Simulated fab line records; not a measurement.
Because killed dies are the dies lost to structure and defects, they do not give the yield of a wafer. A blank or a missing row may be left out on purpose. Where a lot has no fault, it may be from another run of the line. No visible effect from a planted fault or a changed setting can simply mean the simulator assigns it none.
fab line records	flow gf180mcu
record: lots: 13	wafers: 39	last-day: 34
route steps=602 shown STI@23 DNWELL@39 NSD@243 CONTACT@305
lots that met no fault: taken from a fault-free run of the same line
start-h: the number of hours between the record's first day and the start of the first shown wafer of the lot	wait-h: time in hours since the lot's previous step	" the same as in the row above	L1.1+2: a row that stands for several wafers	- value missing, or start not given	* or withheld: withheld	< > ~ a bound
route shown NAME@n: names a module that has steps shown in the file, with the first one's number in the route	usual: the fault-free wafers' mean and standard deviation	same: alike in all rows	chamber/n: place in a boat	sites: per-site readings	_std_site: the values' standard deviation	_edge_site: the outer-site mean with the inner-site mean subtracted	radius-mm: how far each site lies from the wafer's centre	mask NAME#n: copy n	behind: the most recent tool/chamber to have shaped the wafer	hold: why the lot was held/for how many hours/how that ended	device: the transistor (n, p or np) that didn't switch	end of line: at the end of the route, the tests of the same wafers	for a step that has no rows: nothing shown but its recipe	killed: count of dies lost to structure and defects at first sort (not the wafer's yield)	map: a wafer's dies, marking killed ones x, the rest . and places with no die _
set.NAME: the setting that was run; set.NAME@STEP: the one run at that earlier step	model.NAME: the simulator's own value behind a step, which no gauge read
the route's steps for a sample of lots (tables are steps, rows are wafers)
services: the hour from which a tool's chamber was out of use, counted from the record's first day as start-h (under 0 if before that day), plus the number of hours and why
== steps ==
step: GF_STI_THK_MEAS_22
recipe: reads: SiO2_of_STI_OXIDATION_21
usual: STI_OXIDATION_01_THK: 15.1/0.31
lot.wafer	tool	chamber	start-h	wait-h	STI_OXIDATION_01_THK[nm]
L855.1	film-metro-02	-	27.46	0.0	15.3
L855.4	"	-	"	"	15.4
L855.6	"	-	"	"	15.2
L856.2	film-metro-02	-	32.93	0.0	15.1
L856.4	"	-	"	"	15.2
L856.6	"	-	"	"	15.5
L857.1	film-metro-02	-	39.65	0.0	14.6
L857.5	"	-	"	"	14.6
L857.6	"	-	"	"	14.6
L858.2	film-metro-02	-	42.72	0.0	15.2
L858.5	"	-	"	"	15.1
L858.6	"	-	"	"	15.2
L859.3	film-metro-03	-	47.59	0.0	15.6
L859.4	"	-	"	"	15.5
L859.6	"	-	"	"	15.5
L860.1	film-metro-02	-	52.77	0.0	15.0
L860.3	"	-	"	"	15.0
L860.5	"	-	"	"	15.0
L862.2	film-metro-02	-	64.36	0.0	15.2
L862.5	"	-	"	"	14.7
L862.6	"	-	"	"	15.1
L866.4	film-metro-02	-	89.12	0.0	15.1
L866.5	"	-	"	"	15.2
L866.6	"	-	"	"	15.3
L868.2	film-metro-03	-	104.09	0.0	15.0
L868.3	"	-	"	"	14.8
L868.6	"	-	"	"	15.1
L870.2	film-metro-02	-	112.09	0.0	15.4
L870.4	"	-	"	"	15.2
L870.6	"	-	"	"	15.3
L872.2	film-metro-04	-	124.06	0.0	15.1
L872.3	"	-	"	"	15.1
L872.5	"	-	"	"	14.9
L874.2	film-metro-03	-	132.67	0.0	14.8
L874.3	"	-	"	"	15.2
L874.5	"	-	"	"	15.2
L876.4	film-metro-02	-	141.67	0.0	14.4
L876.5	"	-	"	"	14.6
L876.6	"	-	"	"	14.4
step: GF_DNWELL_IMPLANT_07
recipe: species: P	energy-kev: 1500	dose-cm2: 1e+13	tilt-deg: 0
usual: dose-ions-cm2: 1.0002e+13/1.1e+10	faraday-current-uA: 56.4/1.2
same: implant-ion-amu: 31
lot.wafer	tool	chamber	start-h	wait-h	dose-ions-cm2	faraday-current-uA
L855.1	implanter-04	0	42.77	-	1.0008e+13	57.4
L855.4	"	0	"	"	1.0007e+13	57.1
L855.6	"	0	"	"	1.0019e+13	56.5
L856.2	implanter-04	0	47.69	-	1.0003e+13	55.3
L856.4	"	0	"	"	1.0012e+13	55.9
L856.6	"	0	"	"	1.0013e+13	57.0
L857.1	implanter-04	0	55.67	-	9.999e+12	57.8
L857.5	"	0	"	"	1e+13	54.0
L857.6	"	0	"	"	9.986e+12	56.4
L858.2	implanter-03	0	58.29	-	1.0001e+13	57.1
L858.5	"	0	"	"	9.996e+12	56.1
L858.6	"	0	"	"	9.999e+12	55.9
L859.3	implanter-04	0	62.82	-	9.998e+12	57.4
L859.4	"	0	"	"	1.0003e+13	57.4
L859.6	"	0	"	"	9.993e+12	56.2
L860.1	implanter-03	0	68.37	-	1.0024e+13	55.5
L860.3	"	0	"	"	1.0023e+13	56.6
L860.5	"	0	"	"	1.0023e+13	57.3
L862.2	implanter-04	0	80.64	-	1.0015e+13	57.4
L862.5	"	0	"	"	1e+13	54.4
L862.6	"	0	"	"	9.997e+12	58.6
L866.4	implanter-04	0	112.14	-	9.992e+12	56.1
L866.5	"	0	"	"	9.998e+12	58.5
L866.6	"	0	"	"	9.985e+12	55.6
L868.2	implanter-04	0	123.74	-	4.729e+12	26.8
L868.3	"	0	"	"	4.722e+12	27.3
L868.6	"	0	"	"	4.74e+12	27.0
L870.2	implanter-04	0	133.49	-	4.743e+12	26.5
L870.4	"	0	"	"	4.724e+12	27.0
L870.6	"	0	"	"	4.723e+12	27.4
L872.2	implanter-01	0	145.69	-	9.989e+12	57.0
L872.3	"	0	"	"	1.0002e+13	56.1
L872.5	"	0	"	"	9.986e+12	57.6
L874.2	implanter-03	0	152.89	-	1.0003e+13	55.5
L874.3	"	0	"	"	1.0004e+13	53.9
L874.5	"	0	"	"	1e+13	53.1
L876.4	implanter-01	0	160.79	-	1.0017e+13	55.3
L876.5	"	0	"	"	1.0006e+13	55.9
L876.6	"	0	"	"	1.0002e+13	58.7
step: GF_DNWELL_TW_MEAS_09
usual: DNWELL_TW: 1356/7.1
lot.wafer	tool	chamber	start-h	wait-h	DNWELL_TW
L855.1	film-metro-02	-	43.02	0.1	1361
L855.4	"	-	"	"	1369
L855.6	"	-	"	"	1366
L856.2	film-metro-04	-	47.93	0.1	1362
L856.4	"	-	"	"	1368
L856.6	"	-	"	"	1364
L857.1	film-metro-02	-	55.92	0.1	1347
L857.5	"	-	"	"	1349
L857.6	"	-	"	"	1350
L858.2	film-metro-02	-	58.53	0.1	1345
L858.5	"	-	"	"	1350
L858.6	"	-	"	"	1350
L859.3	film-metro-02	-	63.04	0.1	1353
L859.4	"	-	"	"	1360
L859.6	"	-	"	"	1367
L860.1	film-metro-04	-	68.64	0.1	1355
L860.3	"	-	"	"	1347
L860.5	"	-	"	"	1353
L862.2	film-metro-02	-	80.88	0.1	1346
L862.5	"	-	"	"	1348
L862.6	"	-	"	"	1347
L866.4	film-metro-02	-	112.35	0.1	1345
L866.5	"	-	"	"	1340
L866.6	"	-	"	"	1346
L868.2	film-metro-02	-	123.98	0.1	1064
L868.3	"	-	"	"	1059
L868.6	"	-	"	"	1061
L870.2	film-metro-01	-	133.72	0.1	1060
L870.4	"	-	"	"	1062
L870.6	"	-	"	"	1064
L872.2	film-metro-02	-	145.93	0.1	1370
L872.3	"	-	"	"	1368
L872.5	"	-	"	"	1358
L874.2	film-metro-04	-	153.12	0.1	1357
L874.3	"	-	"	"	1351
L874.5	"	-	"	"	1358
L876.4	film-metro-02	-	160.99	0.1	1363
L876.5	"	-	"	"	1358
L876.6	"	-	"	"	1360
step: GF_NSD_OVL_MEAS_08
usual: NSD_OVL: -1.2/1.4
lot.wafer	tool	chamber	start-h	wait-h	NSD_OVL[nm]
L855.1	overlay-01	-	289.89	0.1	-2.9
L855.4	"	-	"	"	-1.2
L855.6	"	-	"	"	-1.6
L856.2	overlay-01	-	293.85	0.1	-3.9
L856.4	"	-	"	"	-3.6
L856.6	"	-	"	"	-2.5
L857.1	overlay-02	-	302.88	0.1	-0.9
L857.5	"	-	"	"	-0.4
L857.6	"	-	"	"	-1.3
L858.2	overlay-02	-	316.39	0.1	-1.8
L858.5	"	-	"	"	0.1
L858.6	"	-	"	"	-1.9
L859.3	overlay-01	-	318.70	0.1	0.0
L859.4	"	-	"	"	0.4
L859.6	"	-	"	"	0.4
L860.1	overlay-02	-	325.13	0.1	0.2
L860.3	"	-	"	"	0.8
L860.5	"	-	"	"	-1.5
L862.2	overlay-01	-	347.40	0.1	0.1
L862.5	"	-	"	"	-0.5
L862.6	"	-	"	"	-0.6
L866.4	overlay-02	-	400.90	0.1	-1.3
L866.5	"	-	"	"	-0.4
L866.6	"	-	"	"	-1.2
L868.2	overlay-01	-	417.69	0.1	0.4
L868.3	"	-	"	"	0.4
L868.6	"	-	"	"	0.9
L870.2	overlay-02	-	439.49	0.1	-0.9
L870.4	"	-	"	"	-0.8
L870.6	"	-	"	"	-1.2
L872.2	overlay-02	-	457.44	0.1	0.4
L872.3	"	-	"	"	0.6
L872.5	"	-	"	"	-0.4
L874.2	overlay-01	-	464.54	0.1	-1.8
L874.3	"	-	"	"	-1.4
L874.5	"	-	"	"	-1.6
L876.4	overlay-01	-	480.20	0.1	-1.5
L876.5	"	-	"	"	-2.2
L876.6	"	-	"	"	-2.5
step: GF_CONTACT_STRIP_18
recipe: chemistry: O2/N2	power-w: 1400	pressure-mtorr: 1500	platen-temp-c: 250	o2-flow-sccm: 3000	n2-flow-sccm: 300	overash-fraction: 0.5
usual: drypump-motor-current-A: 5.4/0.33	heater-power-w: 344/28	oes-product-au: 0.580/0.0044
lot.wafer	tool	chamber	start-h	wait-h	drypump-motor-current-A	heater-power-w	oes-product-au	rf-hours-counter-h
L855.1	plasma-asher-02	0	355.28	-	4.8	307	0.575	55
L855.4	"	1	"	"	5.6	350	0.578	-
L855.6	"	1	"	"	5.6	343	0.575	-
L856.2	plasma-asher-04	1	358.78	-	5.2	366	0.582	27
L856.4	"	0	"	"	5.7	312	0.581	-
L856.6	"	0	"	"	5.7	305	0.587	-
L857.1	plasma-asher-02	1	368.21	-	5.6	350	0.585	56
L857.5	"	0	"	"	4.8	309	0.582	-
L857.6	"	1	"	"	5.6	358	0.585	-
L858.2	plasma-asher-02	0	383.15	-	4.8	313	0.576	58
L858.5	"	1	"	"	5.6	345	0.576	-
L858.6	"	0	"	"	4.8	318	0.579	-
L859.3	plasma-asher-01	0	385.36	-	5.6	386	0.581	-
L859.4	"	1	"	"	5.3	329	0.581	-
L859.6	"	1	"	"	5.2	333	0.577	-
L860.1	plasma-asher-04	1	392.28	-	5.2	384	0.580	30
L860.3	"	1	"	"	5.2	372	0.574	-
L860.5	"	1	"	"	5.2	370	0.578	-
L862.2	plasma-asher-01	0	416.33	-	5.7	383	0.587	80
L862.5	"	1	"	"	5.3	327	0.580	-
L862.6	"	0	"	"	5.7	381	0.579	-
L866.4	plasma-asher-04	1	474.71	-	5.2	370	0.588	-
L866.5	"	1	"	"	5.2	376	0.582	-
L866.6	"	0	"	"	5.7	311	0.579	-
L868.2	plasma-asher-01	1	491.58	-	5.3	334	0.587	86
L868.3	"	0	"	"	5.7	383	0.580	-
L868.6	"	0	"	"	5.6	386	0.582	-
L870.2	plasma-asher-04	1	513.53	-	5.2	363	0.581	44
L870.4	"	0	"	"	5.7	312	0.575	-
L870.6	"	1	"	"	5.2	365	0.575	-
L872.2	plasma-asher-01	1	531.18	-	5.2	327	0.581	89
L872.3	"	1	"	"	5.3	342	0.578	-
L872.5	"	1	"	"	5.3	328	0.579	-
L874.2	plasma-asher-02	0	537.63	-	4.8	319	0.584	75
L874.3	"	0	"	"	4.8	306	0.578	-
L874.5	"	0	"	"	4.8	310	0.576	-
L876.4	plasma-asher-02	0	553.66	-	4.8	310	0.573	-
L876.5	"	1	"	"	5.6	349	0.584	-
L876.6	"	0	"	"	4.8	312	0.580	-
== services ==
tool	chamber	start-h	hours	kind
implanter-03	-	107.21	3.5	pm
plasma-asher-04	-	108.75	9.0	pm
plasma-asher-01	-	124.93	2.1	repair
plasma-asher-01	-	127.86	1.5	repair
implanter-03	-	163.42	11.7	repair
plasma-asher-02	-	189.53	2.8	pm
implanter-04	-	199.69	3.1	repair
implanter-04	-	213.58	2.2	repair
plasma-asher-01	-	261.35	2.8	pm
implanter-04	-	261.89	2.7	repair
plasma-asher-02	-	269.56	23.2	pm
plasma-asher-04	-	279.73	0.6	repair
plasma-asher-01	-	377.67	1.2	repair
plasma-asher-04	-	386.42	5.8	repair
plasma-asher-02	-	387.03	3.5	repair
plasma-asher-01	-	392.22	1.3	repair
implanter-04	-	460.15	5.9	pm
plasma-asher-01	-	462.37	22.5	repair
implanter-04	-	470.47	0.7	repair
implanter-04	-	477.30	32.9	repair
implanter-04	-	481.03	1.9	repair
plasma-asher-01	-	500.35	6.8	repair
implanter-04	-	510.17	10.7	pm
plasma-asher-01	-	544.29	5.1	repair
== key ==
first-sign: step: GF_DNWELL_IMPLANT_07	reading: dose-ions-cm2	direction: down	sigmas: 99+	usual: 1.0002e+13	struck: 4.73e+12
effect: step: GF_DNWELL_IMPLANT_07	reading: faraday-current-uA	direction: down	sigmas: 25	usual: 56.4	struck: 27.0
effect: step: GF_DNWELL_TW_MEAS_09	reading: DNWELL_TW	direction: down	sigmas: 42	usual: 1356	struck: 1061
met-at GF_DNWELL_IMPLANT_07
struck-lots L868,L870
tester-left-out L868,L870
not-acting-at GF_STI_THK_MEAS_22,GF_NSD_OVL_MEAS_08,GF_CONTACT_STRIP_18
onset-between 112.14 123.74
fault: kind: process-parameter-drift	tool: implanter-04	chamber: -	onset-h: 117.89	steps: GF_DNWELL_IMPLANT_07	channel: dose-cm2	offset: -5.2727e+12	shape: step	end-h: 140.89	acts-in: these-recipes-only	stated: 1e+13
tester-left-out: of these lots the tester's yield and bins aren't shown, on N5 and GAA mostly nor the transistor test; their killed dies are dies lost to structure and defects alone, not to doping, threshold or leakage, so they don't give the yield
